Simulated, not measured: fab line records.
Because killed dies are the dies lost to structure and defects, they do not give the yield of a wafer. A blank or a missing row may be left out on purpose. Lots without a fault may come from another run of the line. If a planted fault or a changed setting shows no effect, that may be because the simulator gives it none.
fab line records -- flow sky130
record: lots: 13, wafers: 39, last-day: 50
route steps=708 shown FIELD_ISO@5 SONOS_ONO@181 LOCAL_INTERCONNECT@388 PAD_OPEN@708
lots that met no fault: taken from a fault-free run of the same line
start-h: the number of hours between the record's first day and the start of the first shown wafer of the lot -- wait-h: how many hours have passed since the lot's step before this one -- " same as the row above -- L1.1+2: a single row standing in for several wafers -- - either no value or no given start -- * or withheld: withheld -- < > ~ a bound
route shown NAME@n: a module of which the file shows steps, and the number in the route of the first -- usual: mean/standard deviation taken from wafers without a fault -- same: alike in all rows -- chamber/n: place in a boat -- sites: the reading at each site -- _std_site: standard deviation across them -- _edge_site: mean of outer sites minus mean of inner sites -- radius-mm: for every site, how far away it sits from the centre of the wafer -- mask NAME#n: copy n -- behind: tool/chamber where the wafer was last shaped -- hold: why the lot was held/for how many hours/how that ended -- device: names the non-switching transistor (n, p or np) -- end of line: at the end of the route, the tests of the same wafers -- a step given without rows: its recipe and nothing more -- killed: count of dies lost to structure and defects at first sort (not the wafer's yield) -- map: a wafer's dies, x killed, . not, _ none there
set.NAME: the setting as run; set.NAME@STEP: as run at that earlier step -- model.NAME: the simulator's own value behind a step, which no gauge read
steps of the route over a sample of lots; a table a step, a row a wafer
services: when a tool's chamber went out of use (start-h, in hours from the record's first day, below 0 if earlier), for how many hours, and the reason
== steps ==
step: SKY_FIELD_ISO_THK_MEAS_04
recipe: reads: Si3N4_of_FIELD_ISO_CVD_03
usual: FIELD_ISO_CVD_03_THK: 164.4/1.5
lot.wafer,tool,chamber,start-h,wait-h,FIELD_ISO_CVD_03_THK[nm]
L791.1,film-metro-01,-,13.53,0.0,163.9
L791.3,film-metro-01,-,13.53,0.0,163.4
L791.5,film-metro-01,-,13.53,0.0,164.7
L792.3,film-metro-01,-,21.51,0.0,166.7
L792.4,film-metro-01,-,21.51,0.0,168.0
L792.5,film-metro-01,-,21.51,0.0,166.8
L793.1,film-metro-02,-,24.33,0.0,164.4
L793.3,film-metro-02,-,24.33,0.0,163.8
L793.5,film-metro-02,-,24.33,0.0,164.5
L795.2,film-metro-04,-,36.88,0.0,165.0
L795.3,film-metro-04,-,36.88,0.0,165.0
L795.4,film-metro-04,-,36.88,0.0,165.9
L797.4,film-metro-01,-,45.65,0.0,163.1
L797.5,film-metro-01,-,45.65,0.0,164.2
L797.6,film-metro-01,-,45.65,0.0,163.5
L798.2,film-metro-04,-,50.23,0.0,162.7
L798.3,film-metro-04,-,50.23,0.0,162.4
L798.4,film-metro-04,-,50.23,0.0,162.3
L800.4,film-metro-02,-,60.17,0.0,165.2
L800.5,film-metro-02,-,60.17,0.0,166.2
L800.6,film-metro-02,-,60.17,0.0,165.0
L801.3,film-metro-02,-,65.00,0.0,164.1
L801.4,film-metro-02,-,65.00,0.0,163.2
L801.6,film-metro-02,-,65.00,0.0,163.6
L802.3,film-metro-02,-,72.16,0.0,163.0
L802.5,film-metro-02,-,72.16,0.0,163.9
L802.6,film-metro-02,-,72.16,0.0,165.5
L803.1,film-metro-04,-,75.93,0.0,164.1
L803.4,film-metro-04,-,75.93,0.0,162.7
L803.5,film-metro-04,-,75.93,0.0,163.5
L804.2,film-metro-02,-,81.20,0.0,162.3
L804.4,film-metro-02,-,81.20,0.0,163.7
L804.6,film-metro-02,-,81.20,0.0,164.1
L805.3,film-metro-02,-,86.15,0.0,161.7
L805.4,film-metro-02,-,86.15,0.0,159.8
L805.6,film-metro-02,-,86.15,0.0,160.5
L813.3,film-metro-01,-,125.28,0.0,164.1
L813.5,film-metro-01,-,125.28,0.0,164.8
L813.6,film-metro-01,-,125.28,0.0,162.2
step: SKY_FIELD_ISO_CVD_24
recipe: material: SiO2, target-thk-nm: 595, temp-c: 650, sigma-open-frac: 0.3, time-s: 99.2, sih4-flow-sccm: 60, pressure-mtorr: 6
lot.wafer,tool,chamber,start-h,wait-h
L791.1+3+5,hdpcvd-01,"0,1,2",29.95,0.1
L792.3+4+5,hdpcvd-01,"2,0,2",38.33,0.0
L793.1+3+5,hdpcvd-01,"2,1,1",41.64,0.1
L795.2+3+4,hdpcvd-02,"0,2,1",54.70,0.0
L797.4+5+6,hdpcvd-01,"0,2,1",64.39,0.1
L798.2+3+4,hdpcvd-02,"2,1,1",70.15,0.0
L800.4+5+6,hdpcvd-02,"2,0,1",79.60,0.1
L801.3+4+6,hdpcvd-02,"2,1,2",82.67,0.0
L802.3+5+6,hdpcvd-02,"2,0,2",90.88,0.0
L803.1+4+5,hdpcvd-01,"1,1,2",95.90,0.1
L804.2+4+6,hdpcvd-02,"2,1,2",101.48,0.0
L805.3+4+6,hdpcvd-01,"1,1,2",104.89,0.0
L813.3+5+6,hdpcvd-01,"1,0,1",146.54,0.0
step: SKY_FIELD_ISO_THK_MEAS_25
recipe: reads: SiO2_of_FIELD_ISO_CVD_24
usual: FIELD_ISO_CVD_24_THK: 597/5.8
lot.wafer,tool,chamber,start-h,wait-h,FIELD_ISO_CVD_24_THK[nm]
L791.1,film-metro-02,-,30.02,0.0,603
L791.3,film-metro-02,-,30.02,0.0,604
L791.5,film-metro-02,-,30.02,0.0,607
L792.3,film-metro-01,-,38.42,0.1,599
L792.4,film-metro-01,-,38.42,0.1,598
L792.5,film-metro-01,-,38.42,0.1,597
L793.1,film-metro-02,-,41.71,0.0,602
L793.3,film-metro-02,-,41.71,0.0,598
L793.5,film-metro-02,-,41.71,0.0,607
L795.2,film-metro-04,-,54.79,0.0,592
L795.3,film-metro-04,-,54.79,0.0,593
L795.4,film-metro-04,-,54.79,0.0,591
L797.4,film-metro-04,-,64.46,0.0,596
L797.5,film-metro-04,-,64.46,0.0,594
L797.6,film-metro-04,-,64.46,0.0,593
L798.2,film-metro-01,-,70.24,0.0,598
L798.3,film-metro-01,-,70.24,0.0,602
L798.4,film-metro-01,-,70.24,0.0,598
L800.4,film-metro-04,-,79.66,0.0,603
L800.5,film-metro-04,-,79.66,0.0,602
L800.6,film-metro-04,-,79.66,0.0,607
L801.3,film-metro-01,-,82.77,0.1,375
L801.4,film-metro-01,-,82.77,0.1,387
L801.6,film-metro-01,-,82.77,0.1,374
L802.3,film-metro-02,-,90.97,0.1,382
L802.5,film-metro-02,-,90.97,0.1,373
L802.6,film-metro-02,-,90.97,0.1,380
L803.1,film-metro-02,-,95.97,0.0,586
L803.4,film-metro-02,-,95.97,0.0,593
L803.5,film-metro-02,-,95.97,0.0,593
L804.2,film-metro-02,-,101.56,0.0,380
L804.4,film-metro-02,-,101.56,0.0,376
L804.6,film-metro-02,-,101.56,0.0,380
L805.3,film-metro-01,-,104.98,0.1,583
L805.4,film-metro-01,-,104.98,0.1,588
L805.6,film-metro-01,-,104.98,0.1,585
L813.3,film-metro-04,-,146.63,0.1,595
L813.5,film-metro-04,-,146.63,0.1,597
L813.6,film-metro-04,-,146.63,0.1,597
step: SKY_FIELD_ISO_CMP_27
recipe: stop-on: Si3N4, t-overpolish-s: 16, down-force-psi: 4, platen-rpm: 60, target-thk-nm: 457.8, pad-velocity-m-s: 0.94248
usual: edge-zone-pressure-frac: 1.001/0.005, motor-current-A: 11.6/0.96, time-to-endpoint-s: 111/3
lot.wafer,tool,chamber,start-h,wait-h,edge-zone-pressure-frac,motor-current-A,time-to-endpoint-s
L791.1,cmp-02,2,32.83,0.1,1.002,12.8,116
L791.3,cmp-02,3,32.83,0.1,0.997,11.4,114
L791.5,cmp-02,2,32.83,0.1,1.006,11.5,117
L792.4,cmp-01,3,40.06,0.1,0.992,11.5,113
L792.3,cmp-01,0,40.06,0.1,0.999,11.6,112
L792.5,cmp-01,2,40.06,0.1,0.999,13.0,113
L793.3,cmp-01,0,44.52,0.1,1.003,12.3,109
L793.1,cmp-01,1,44.52,0.1,1.005,10.8,110
L793.5,cmp-01,0,44.52,0.1,1.001,11.9,112
L795.4,cmp-01,2,56.39,0.1,1.009,12.9,104
L795.3,cmp-01,3,56.39,0.1,1.008,11.0,104
L795.2,cmp-01,0,56.39,0.1,1.001,11.3,106
L797.4,cmp-01,1,67.56,0.1,0.998,11.2,109
L797.6,cmp-01,0,67.56,0.1,1.003,11.2,108
L797.5,cmp-01,1,67.56,0.1,0.998,10.8,110
L798.3,cmp-02,1,74.16,0.0,0.996,10.2,113
L798.2,cmp-02,2,74.16,0.0,1.009,12.4,112
L798.4,cmp-02,3,74.16,0.0,0.998,11.4,110
L800.4,cmp-02,3,81.24,0.1,1.003,11.3,114
L800.5,cmp-02,2,81.24,0.1,1.004,11.8,117
L800.6,cmp-02,3,81.24,0.1,1.001,11.3,114
L801.4,cmp-02,3,84.36,0.1,1.000,10.9,72
L801.3,cmp-02,1,84.36,0.1,0.994,10.2,71
L801.6,cmp-02,3,84.36,0.1,1.005,10.6,72
L802.3,cmp-02,0,93.23,0.1,0.998,12.3,73
L802.5,cmp-02,2,93.23,0.1,0.991,12.2,74
L802.6,cmp-02,3,93.23,0.1,1.004,10.7,72
L803.1,cmp-02,0,98.02,0.1,0.999,12.7,109
L803.4,cmp-02,2,98.02,0.1,1.010,12.2,115
L803.5,cmp-02,0,98.02,0.1,1.008,12.7,112
L804.4,cmp-02,3,103.93,0.0,0.996,11.4,68
L804.2,cmp-02,0,103.93,0.0,0.997,12.6,69
L804.6,cmp-02,0,103.93,0.0,0.995,13.0,69
L805.4,cmp-01,1,106.57,0.1,0.998,11.3,107
L805.3,cmp-01,3,106.57,0.1,1.009,11.8,107
L805.6,cmp-01,1,106.57,0.1,1.000,10.9,111
L813.3,cmp-01,1,148.27,0.1,1.001,11.0,110
L813.6,cmp-01,3,148.27,0.1,0.998,10.7,112
L813.5,cmp-01,0,148.27,0.1,1.010,12.2,113
step: SKY_SONOS_ONO_CD_MEAS_13
recipe: target-cd-nm: 410
usual: cd-nm: 409.8/2
lot.wafer,tool,chamber,start-h,wait-h,cd-nm
L791.1,cd-sem-01,-,279.17,0.1,408.3
L791.3,cd-sem-01,-,279.17,0.1,408.1
L791.5,cd-sem-01,-,279.17,0.1,409.3
L792.3,cd-sem-02,-,296.32,0.1,409.8
L792.4,cd-sem-02,-,296.32,0.1,409.6
L792.5,cd-sem-02,-,296.32,0.1,408.7
L793.1,cd-sem-02,-,304.98,0.1,409.0
L793.3,cd-sem-02,-,304.98,0.1,411.9
L793.5,cd-sem-02,-,304.98,0.1,411.0
L795.2,cd-sem-02,-,312.44,0.1,409.6
L795.3,cd-sem-02,-,312.44,0.1,411.2
L795.4,cd-sem-02,-,312.44,0.1,411.7
L797.4,cd-sem-01,-,339.88,0.1,406.9
L797.5,cd-sem-01,-,339.88,0.1,408.6
L797.6,cd-sem-01,-,339.88,0.1,409.0
L798.2,cd-sem-02,-,347.15,0.1,410.2
L798.3,cd-sem-02,-,347.15,0.1,411.5
L798.4,cd-sem-02,-,347.15,0.1,410.7
L800.4,cd-sem-01,-,356.93,0.1,408.5
L800.5,cd-sem-01,-,356.93,0.1,410.0
L800.6,cd-sem-01,-,356.93,0.1,409.9
L803.1,cd-sem-02,-,380.98,0.1,410.8
L803.4,cd-sem-02,-,380.98,0.1,408.8
L803.5,cd-sem-02,-,380.98,0.1,409.7
L805.3,cd-sem-01,-,394.72,0.1,410.2
L805.4,cd-sem-01,-,394.72,0.1,409.1
L805.6,cd-sem-01,-,394.72,0.1,407.8
L813.3,cd-sem-02,-,455.26,0.1,409.8
L813.5,cd-sem-02,-,455.26,0.1,408.2
L813.6,cd-sem-02,-,455.26,0.1,407.3
step: SKY_LOCAL_INTERCONNECT_RS_MEAS_01
recipe: thk-meas-gauge: four-point-probe, reads: TiN_of_LOCAL_INTERCONNECT_SPUTTER_00
usual: LOCAL_INTERCONNECT_TIN_RS: 14.12/0.15
lot.wafer,tool,chamber,start-h,wait-h,LOCAL_INTERCONNECT_TIN_RS[ohm/sq]
L791.1,film-metro-03,-,682.52,0.0,14.18
L791.3,film-metro-03,-,682.52,0.0,14.08
L791.5,film-metro-03,-,682.52,0.0,14.11
L793.1,film-metro-02,-,703.22,0.0,14.27
L793.3,film-metro-02,-,703.22,0.0,14.35
L793.5,film-metro-02,-,703.22,0.0,14.34
L792.3,film-metro-04,-,705.91,0.1,14.12
L792.4,film-metro-04,-,705.91,0.1,14.16
L792.5,film-metro-04,-,705.91,0.1,14.19
L795.2,film-metro-04,-,713.79,0.1,13.94
L795.3,film-metro-04,-,713.79,0.1,13.83
L795.4,film-metro-04,-,713.79,0.1,14.01
L797.4,film-metro-04,-,736.94,0.1,14.07
L797.5,film-metro-04,-,736.94,0.1,14.12
L797.6,film-metro-04,-,736.94,0.1,14.11
L798.2,film-metro-02,-,745.25,0.1,14.00
L798.3,film-metro-02,-,745.25,0.1,14.13
L798.4,film-metro-02,-,745.25,0.1,14.07
L800.4,film-metro-02,-,748.75,0.1,14.38
L800.5,film-metro-02,-,748.75,0.1,14.27
L800.6,film-metro-02,-,748.75,0.1,14.35
L803.1,film-metro-04,-,776.29,0.0,14.02
L803.4,film-metro-04,-,776.29,0.0,13.93
L803.5,film-metro-04,-,776.29,0.0,14.05
L805.3,film-metro-04,-,788.53,0.1,14.16
L805.4,film-metro-04,-,788.53,0.1,14.31
L805.6,film-metro-04,-,788.53,0.1,14.20
L813.3,film-metro-03,-,841.96,0.1,14.34
L813.5,film-metro-03,-,841.96,0.1,14.17
L813.6,film-metro-03,-,841.96,0.1,14.26
step: SKY_PAD_OPEN_PROBE_99
usual: killed_at_M0_to_M3: 44/7.4, killed_at_M4_up: 3.1/1.8, killed-at-contacts: 24/5.6, killed-at-front-end: 15/4.9, killed-at-other: 0.4/0.59, killed-dies: 87/9.8, killed-on-rim: 17/4, killed-open: 47/7.2, killed-short: 39/6.8
same: gross-dies: 492, killed-at-back-side: 0
lot.wafer,tool,chamber,start-h,wait-h,killed_at_M0_to_M3,killed_at_M4_up,killed-at-contacts,killed-at-front-end,killed-at-other,killed-dies,killed-on-rim,killed-open,killed-short
L792.3,prober-02,-,1097.40,0.2,46,4,24,16,0,90,15,47,43
L792.4,prober-02,-,1097.45,0.2,50,5,11,19,0,85,13,46,38
L792.5,prober-02,-,1097.50,0.2,40,3,30,24,0,97,25,44,50
L801.3,prober-01,-,1137.50,0.2,42,4,31,414,1,492,96,41,50
L801.4,prober-01,-,1137.55,0.2,35,5,27,425,0,492,96,44,34
L801.6,prober-01,-,1137.65,0.2,52,2,21,416,1,492,96,50,33
L802.3,prober-02,-,1146.05,0.2,41,2,33,415,1,492,96,48,39
L802.5,prober-02,-,1146.15,0.2,39,6,23,423,1,492,96,46,38
L802.6,prober-02,-,1146.20,0.2,40,0,30,420,2,492,96,49,41
L803.1,prober-01,-,1148.44,0.1,50,2,25,20,0,97,20,48,48
L803.4,prober-01,-,1148.59,0.2,62,1,19,10,0,92,20,54,38
L803.5,prober-01,-,1148.64,0.2,39,2,24,18,0,83,23,46,37
L804.2,prober-02,-,1154.53,0.1,37,5,23,427,0,492,96,47,27
L804.4,prober-02,-,1154.63,0.2,34,3,29,426,0,492,96,45,32
L804.6,prober-02,-,1154.73,0.2,45,2,35,410,0,492,96,57,47
L805.3,prober-01,-,1155.52,0.2,48,4,28,7,0,87,14,44,43
L805.4,prober-01,-,1155.57,0.2,65,7,21,13,0,106,20,67,39
L805.6,prober-01,-,1155.67,0.2,56,1,24,17,0,98,21,55,43
killed by level:class
L792.3 LI_CONTACT:geometric-particle:open=8 CONTACT:geometric-particle:open=8 VIA1:geometric-particle:open=7 FIELD_ISO:geometric-particle:open=6 METAL1:geometric-particle:short=6 VIA3:geometric-particle:open=6 METAL2:geometric-particle:short=5 VIA3:geometric-particle:short=5
L792.4 VIA1:geometric-particle:open=11 METAL1:geometric-particle:short=10 VIA3:geometric-particle:open=10 METAL2:geometric-particle:short=9 POLY_GATE:geometric-particle:open=6 LI_CONTACT:geometric-particle:open=5 CONTACT:geometric-particle:open=4 FIELD_ISO:geometric-particle:short=3
L792.5 LI_CONTACT:geometric-particle:open=13 POLY_GATE:geometric-particle:short=10 VIA1:geometric-particle:open=6 VIA2:geometric-particle:open=6 LOCAL_INTERCONNECT:geometric-particle:short=5 CONTACT:geometric-particle:open=5 METAL1:geometric-particle:short=5 METAL3:geometric-particle:short=5
L801.3 FIELD_ISO:area-cvd=400 CONTACT:geometric-particle:open=10 CONTACT:geometric-particle:short=9 METAL1:geometric-particle:short=8 VIA1:geometric-particle:open=8 VIA3:geometric-particle:open=6 LI_CONTACT:geometric-particle:open=5 VIA2:geometric-particle:open=5
L801.4 FIELD_ISO:area-cvd=414 VIA1:geometric-particle:open=9 LOCAL_INTERCONNECT:geometric-particle:short=8 CONTACT:geometric-particle:open=8 VIA3:geometric-particle:open=8 VIA2:geometric-particle:open=6 CONTACT:geometric-particle:short=5 LI_CONTACT:geometric-particle:open=4
L801.6 FIELD_ISO:area-cvd=407 VIA1:geometric-particle:open=16 LI_CONTACT:geometric-particle:open=8 VIA2:geometric-particle:open=8 VIA3:geometric-particle:open=7 CONTACT:geometric-particle:open=6 METAL1:geometric-particle:short=6 VIA2:geometric-particle:short=6
L802.3 FIELD_ISO:area-cvd=405 CONTACT:geometric-particle:open=13 VIA2:geometric-particle:open=12 VIA1:geometric-particle:open=7 LI_CONTACT:geometric-particle:open=6 FIELD_ISO:geometric-particle:short=5 LOCAL_INTERCONNECT:geometric-particle:short=5 CONTACT:geometric-particle:short=5
L802.5 FIELD_ISO:area-cvd=407 VIA1:geometric-particle:open=10 VIA2:geometric-particle:open=10 CONTACT:geometric-particle:open=7 LI_CONTACT:geometric-particle:open=6 METAL2:geometric-particle:short=6 FIELD_ISO:geometric-particle:short=5 LI_CONTACT:geometric-particle:short=5
L802.6 FIELD_ISO:area-cvd=401 VIA1:geometric-particle:open=12 CONTACT:geometric-particle:open=10 VIA2:geometric-particle:open=7 LI_CONTACT:geometric-particle:short=7 LI_CONTACT:geometric-particle:open=6 FIELD_ISO:geometric-particle:open=5 METAL1:geometric-particle:short=5
L803.1 VIA1:geometric-particle:open=13 CONTACT:geometric-particle:open=9 METAL1:geometric-particle:short=8 FIELD_ISO:geometric-particle:short=5 LI_CONTACT:geometric-particle:open=5 LOCAL_INTERCONNECT:geometric-particle:short=5 VIA3:geometric-particle:open=5 VIA2:geometric-particle:open=5
L803.4 VIA1:geometric-particle:open=18 VIA3:geometric-particle:open=9 METAL1:geometric-particle:short=7 CONTACT:geometric-particle:open=6 VIA2:geometric-particle:open=6 VIA2:geometric-particle:short=5 VIA1:geometric-particle:short=5 METAL2:geometric-particle:short=5
L803.5 VIA1:geometric-particle:open=10 VIA2:geometric-particle:open=7 LI_CONTACT:geometric-particle:open=6 POLY_GATE:geometric-particle:open=5 LI_CONTACT:geometric-particle:short=5 LOCAL_INTERCONNECT:geometric-particle:short=5 CONTACT:geometric-particle:open=5 METAL1:geometric-particle:short=4
L804.2 FIELD_ISO:area-cvd=418 CONTACT:geometric-particle:open=8 VIA1:geometric-particle:open=8 VIA3:geometric-particle:open=7 LI_CONTACT:geometric-particle:open=7 METAL1:geometric-particle:short=6 FIELD_ISO:geometric-particle:open=5 VIA2:geometric-particle:open=5
L804.4 FIELD_ISO:area-cvd=415 CONTACT:geometric-particle:open=9 LI_CONTACT:geometric-particle:open=6 VIA1:geometric-particle:open=6 FIELD_ISO:geometric-particle:short=5 CONTACT:geometric-particle:short=5 VIA2:geometric-particle:open=5 VIA3:geometric-particle:open=5
L804.6 FIELD_ISO:area-cvd=388 VIA1:geometric-particle:open=12 CONTACT:geometric-particle:open=11 FIELD_ISO:geometric-particle:short=9 LI_CONTACT:geometric-particle:short=9 LI_CONTACT:geometric-particle:open=8 VIA3:geometric-particle:open=8 FIELD_ISO:geometric-particle:open=6
L805.3 CONTACT:geometric-particle:open=11 LI_CONTACT:geometric-particle:open=7 VIA1:geometric-particle:open=7 METAL1:geometric-particle:short=6 METAL2:geometric-particle:short=6 VIA3:geometric-particle:open=6 VIA2:geometric-particle:open=6 VIA1:geometric-particle:short=5
L805.4 VIA1:geometric-particle:open=28 CONTACT:geometric-particle:open=8 VIA3:geometric-particle:open=7 VIA2:geometric-particle:open=7 VIA1:geometric-particle:short=6 METAL4:geometric-particle:short=6 LI_CONTACT:geometric-particle:open=5 CONTACT:geometric-particle:short=5
L805.6 VIA3:geometric-particle:open=11 CONTACT:geometric-particle:open=10 VIA1:geometric-particle:open=10 METAL1:geometric-particle:short=8 POLY_GATE:geometric-particle:open=7 METAL2:geometric-particle:short=6 CONTACT:geometric-particle:short=5 VIA1:geometric-particle:short=5
== services ==
tool,chamber,start-h,hours,kind
cmp-02,-,19.71,11.6,repair
cmp-02,-,34.72,1.9,repair
cmp-02,-,37.05,5.5,pm
hdpcvd-02,-,59.70,1.0,repair
cmp-01,-,60.82,5.4,pm
cmp-02,-,64.00,4.0,pm
cmp-02,-,64.57,0.8,repair
hdpcvd-01,-,66.75,15.0,pm
hdpcvd-01,0,66.75,15.0,vent-cycle
hdpcvd-01,1,66.75,15.0,vent-cycle
hdpcvd-01,2,66.75,15.0,vent-cycle
cmp-02,-,68.00,-,consumable-replace:conditioner
cmp-02,-,68.00,-,consumable-replace:pad
cmp-01,-,73.81,4.9,repair
hdpcvd-01,0,81.75,-,clean
hdpcvd-01,1,81.75,-,clean
hdpcvd-01,2,81.75,-,clean
cmp-02,-,99.86,3.9,repair
cmp-01,-,100.81,0.3,repair
cmp-02,-,119.19,1.5,repair
hdpcvd-01,1,120.92,6.6,repair
cmp-02,-,122.06,0.7,repair
== key ==
first-sign: step: SKY_FIELD_ISO_THK_MEAS_25, reading: FIELD_ISO_CVD_24_THK, direction: down, sigmas: 38, usual: 597, struck: 379
effect: step: SKY_FIELD_ISO_CMP_27, reading: time-to-endpoint-s, direction: down, sigmas: 13, usual: *, struck: *
effect: step: SKY_PAD_OPEN_PROBE_99, reading: killed-at-front-end, direction: up, sigmas: 82, usual: 15, struck: 420
more-kills-born-at: SKY_FIELD_ISO_CVD_24@hdpcvd-02: 3655
met-at SKY_FIELD_ISO_CVD_24
struck-lots L801,L802,L804
later-rows-left-out L801.3,L801.4,L801.6,L802.3,L802.5,L802.6,L804.2,L804.4,L804.6
tester-left-out L801,L802,L804
not-acting-at SKY_FIELD_ISO_THK_MEAS_04,SKY_SONOS_ONO_CD_MEAS_13,SKY_LOCAL_INTERCONNECT_RS_MEAS_01
onset-between 79.60 82.67
fault: kind: process-parameter-drift, tool: hdpcvd-02, chamber: -, onset-h: 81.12, steps: SKY_FIELD_ISO_CVD_24, channel: target-thk-nm, offset: -220.42, shape: step, end-h: 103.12, acts-in: these-recipes-only, stated: 595
tester-left-out: of these lots the tester's yield and bins aren't shown, on N5 and GAA mostly nor the transistor test; their killed dies are dies lost to structure and defects alone, not to doping, threshold or leakage, so they don't give the yield
later-rows-left-out: the simulator's readings of these wafers behind a module that went badly wrong aren't trusted and aren't shown, but for the sort
